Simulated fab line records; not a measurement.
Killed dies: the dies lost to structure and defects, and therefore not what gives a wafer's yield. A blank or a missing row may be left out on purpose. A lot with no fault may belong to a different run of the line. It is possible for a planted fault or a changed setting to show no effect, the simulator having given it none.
Comparing a struck lot with a sound one :: flow sky130 :: 22 steps out of a route of 708
Sound: these wafers, L316.1, L316.5, L316.6. Struck: wafers L313.3, L313.5, L313.6. Last of all comes the cause.
For every step that has rows: the tool of each side, followed by ch and its chambers, followed by its first start. Under that, the readings that differ: sound wafers :: struck wafers :: difference of the means :: sigmas: that difference in standard deviations of wafers without a fault.
alike: same words and numbers on both sides, and readings whose means sit less than 2 such deviations apart. not compared: any withheld reading, any reading some wafer has no value for, any bound like >300 that may hide the same value, and any number with overlapping values for which the record gives no deviation.
Wherever a step has rows on one side only, a row that says differs or no value, or a row with sigmas, the two part there. Numbers that don't overlap but have no deviation are shown without sigmas and don't part them. A reading that every wafer of one side lacks parts them only if that side has two wafers or more.

first, 1 step without rows for these wafers: SKY_POLY_GATE_OXIDATION_20 (stabilise 600 s, purge 300 s, target thk 4 nm).
SKY_POLY_GATE_THK_MEAS_21:
  struck on film metro-01, day 21 15:03; sound on film metro-04, day 22 14:58
  alike: POLY_GATE_OXIDATION_THK
SKY_POLY_GATE_CD_MEAS_22:
  struck on cd sem-01, day 21 15:08; sound on cd sem-02, day 22 15:02
  alike: cd nm
then, 7 steps without rows for these wafers: SKY_LDD_N_DEHYDRATE_00 (time 60 s); SKY_LDD_N_HMDS_01 (prime time 60 s); SKY_LDD_N_COAT_02 (resist thk 300 nm); SKY_LDD_N_SOFTBAKE_03 (time 60 s); SKY_LDD_N_EXPOSE_04 (exposes mask NTM, target cd 840 nm); SKY_LDD_N_PEB_05; SKY_LDD_N_DEVELOP_06 (develop time 60 s).
SKY_LDD_N_OVL_MEAS_07:
  struck on overlay-02, day 22 21:25; sound on overlay-01, day 23 21:15
  alike: LDD_N_OVL
next, for these wafers, 1 step has no rows: SKY_LDD_N_IMPLANT_08.
SKY_LDD_N_IMPLANT_09:
  sound on implanter-02 ch 0, day 23 21:26; struck on implanter-03 ch 0, day 22 21:39
reading: dose ions cm2
sound: 7.511e+13 7.495e+13 7.497e+13
struck: 9.945e+13 9.935e+13 9.932e+13
difference: +2.436e+13
sigmas: +99 or more

reading: faraday current uA
sound: 413 416 427
struck: 557 553 570
difference: +141
sigmas: +19
then, 6 steps without rows for these wafers: SKY_LDD_N_IMPLANT_10; SKY_LDD_N_IMPLANT_11; SKY_LDD_N_IMPLANT_12; SKY_LDD_N_IMPLANT_13; SKY_LDD_N_IMPLANT_14; SKY_LDD_N_IMPLANT_15.
SKY_LDD_N_STRIP_16: strips in O2/N2.
  sound on plasma asher-04 ch 0,1, day 23 22:29; struck on plasma asher-03 ch 0,1, day 22 22:41
reading: strip time to endpoint s (s)
sound: 4.327 4.321 4.325
struck: 4.380 4.380 4.375
difference: +0.054
sigmas: +3
  alike: drypump motor current A, o2 flow sccm, oes product au
  not compared: rf hours counter h
SKY_LDD_N_TW_MEAS_17:
  struck on film metro-01, day 22 22:46; sound on film metro-01, day 23 22:35
  alike: LDD_N_TW
-- here the record skips 26 days between the struck wafers' starts before and after, leaving off in module LDD_N and picking up in module PAD_OPEN (first step shown: number 708 of the route) --
SKY_PAD_OPEN_PROBE_99:
  struck on prober-02, day 49 05:22; sound on prober-01, day 49 18:10
reading: model.etest.tip n.rs ohm sq
sound: 446.9 444.2 446.8
struck: 419.2 421.6 415.5
difference: -27.2
sigmas: 
  alike: killed_at_M0_to_M3, killed_at_M4_up, killed at contacts, killed at front end, killed at other, killed dies, killed open, killed short

WHERE THEY PART
Earliest at SKY_LDD_N_IMPLANT_09; latest, in this record, at SKY_LDD_N_STRIP_16. Later steps at which nothing parts them and some readings are alike: SKY_LDD_N_TW_MEAS_17, SKY_PAD_OPEN_PROBE_99.

WHY: whatever the simulator had introduced
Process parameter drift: implanter-03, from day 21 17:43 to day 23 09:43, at SKY_LDD_N_IMPLANT_09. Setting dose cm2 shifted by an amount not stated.
